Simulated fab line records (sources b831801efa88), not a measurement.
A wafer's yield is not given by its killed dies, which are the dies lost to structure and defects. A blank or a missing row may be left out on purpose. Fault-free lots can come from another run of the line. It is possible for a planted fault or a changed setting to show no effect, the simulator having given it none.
Comparing a struck lot with a sound one -- flow sfqLine -- 15 steps out of a route of 325
Sound: the wafers L277.1, L277.5, L277.6. Struck: wafers L270.1, L270.3 (left out: L270.2, a lot-mate that was not struck); the cause follows at the end.
At each step with rows: each side's tool, then ch and its chambers, then its first start. Under that, the readings that differ: sound wafers -- struck wafers -- difference of the means -- sigmas: that difference in standard deviations of wafers without a fault.
alike: readings with means less than 2 such deviations apart, plus words and numbers identical on both sides. not compared: withheld readings, readings lacking a value on some wafer, bounds such as >300 that could conceal the same value, and numbers that have no deviation in the record and whose values overlap.
A row with sigmas, a row that says differs or no value, or rows on one side alone: a step with any of these is where the two part. Numbers that have no deviation but don't overlap get no sigmas and don't part them. Lack of a reading on every wafer of one side parts them only where that side has two or more wafers.

first, 1 step without rows for these wafers: SFQ_TRILAYER_M4_STRIP_SOLV_CLEAN_098 (cleans in NMP, time 600 s).
SFQ_TRILAYER_I4_DEP_PECVD_099: deposits SiO2 from SiH4/N2O, time 111.11 s, target thk 500 nm.
  sound on pecvd-02 ch 0,1,2, day 57 20:01; struck on pecvd-03 ch 1,2, day 47 11:23
  alike: heaterPowerW, showerheadVppV, throttleValvePct
  not compared: sinceWetCleanH
SFQ_TRILAYER_I4_CMP_CMP_100: polishes SiO2.
  sound on cmp-02 ch 2,3, day 57 20:36; struck on cmp-02 ch 1,2, day 48 07:51
reading,sound,struck,difference,sigmas
timeToEndpointS (s),199 200 216,219 228,+18,+2
  alike: motorCurrentA, retainingRingPressureFrac
SFQ_I4_BOW_MEAS_927:
  sound on filmMetro-03, day 57 23:06; struck on filmMetro-02, day 48 10:21
  alike: I4_BOW
SFQ_TRILAYER_I4_METRO_MEASURE_101:
  sound on filmMetro-03, day 57 23:13; struck on filmMetro-02, day 48 10:28
  alike: thkNm
then, 6 steps without rows for these wafers: SFQ_TRILAYER_I4_VIA_LITHO_COAT_108 (resist thk 62 nm); SFQ_TRILAYER_I4_VIA_LITHO_COAT_103 (resist thk 650 nm); SFQ_TRILAYER_I4_VIA_LITHO_SOFTBAKE_107; SFQ_TRILAYER_I4_VIA_LITHO_EXPOSE_104 (exposes mask I4, target cd 700 nm); SFQ_TRILAYER_I4_VIA_LITHO_PEB_106 (peb time 60 s); SFQ_TRILAYER_I4_VIA_LITHO_DEVELOP_105 (time 60 s).
-- the record jumps here: 5 days lie between the struck wafers' starts before and after --
SFQ_I4_OVL_MEAS_928:
  sound on overlay-02, day 58 02:48; struck on overlay-02, day 53 05:20
  alike: I4_OVL
SFQ_TRILAYER_I4_VIA_BARC_OPEN_VIA_ETCH_146: etches BARC in O2, target depth 125 nm, time 41.7 s.
  sound on rieDiel-02 ch 0,3, day 58 02:50; struck on rieDiel-03 ch 1,3, day 53 05:22
reading,sound,struck,difference,sigmas
model.KrF_of_TRILAYER_I4_VIA_LITHO_COAT_103.thkNm (nm),573.2 575.3 574.8,543.5 539.6,-32.9,
  alike: drypumpMotorCurrentA, oesProductAu
  not compared: rfHoursCounterH
SFQ_TRILAYER_I4_VIA_ETCH_VIA_ETCH_106: etches SiO2 in CHF3, stops on Nb, target depth 260 nm.
  sound on rieDiel-02 ch 0,3, day 58 02:52; struck on rieDiel-03 ch 1,3, day 53 05:24
reading,sound,struck,difference,sigmas
model.KrF_of_TRILAYER_I4_VIA_LITHO_COAT_103.thkNm (nm),529.9 531.8 531.4,498.9 495.8,-33.7,
  alike: drypumpMotorCurrentA, oesProductAu
SFQ_TRILAYER_I4_VIA_STRIP_STRIP_107: strips in O2.
  sound on rieMetal-01 ch 0,1, day 58 02:59; struck on rieMetal-04 ch 0,1, day 53 05:31
  alike: drypumpMotorCurrentA, oesProductAu
  not compared: rfHoursCounterH

== WHERE THEY PART ==
At SFQ_TRILAYER_I4_CMP_CMP_100 and nowhere else, as far as this record goes. Later steps at which nothing parts them and some readings are alike: SFQ_I4_BOW_MEAS_927, SFQ_TRILAYER_I4_METRO_MEASURE_101, SFQ_I4_OVL_MEAS_928, SFQ_TRILAYER_I4_VIA_BARC_OPEN_VIA_ETCH_146, SFQ_TRILAYER_I4_VIA_ETCH_VIA_ETCH_106, SFQ_TRILAYER_I4_VIA_STRIP_STRIP_107.

WHY: what had been put in by the simulator
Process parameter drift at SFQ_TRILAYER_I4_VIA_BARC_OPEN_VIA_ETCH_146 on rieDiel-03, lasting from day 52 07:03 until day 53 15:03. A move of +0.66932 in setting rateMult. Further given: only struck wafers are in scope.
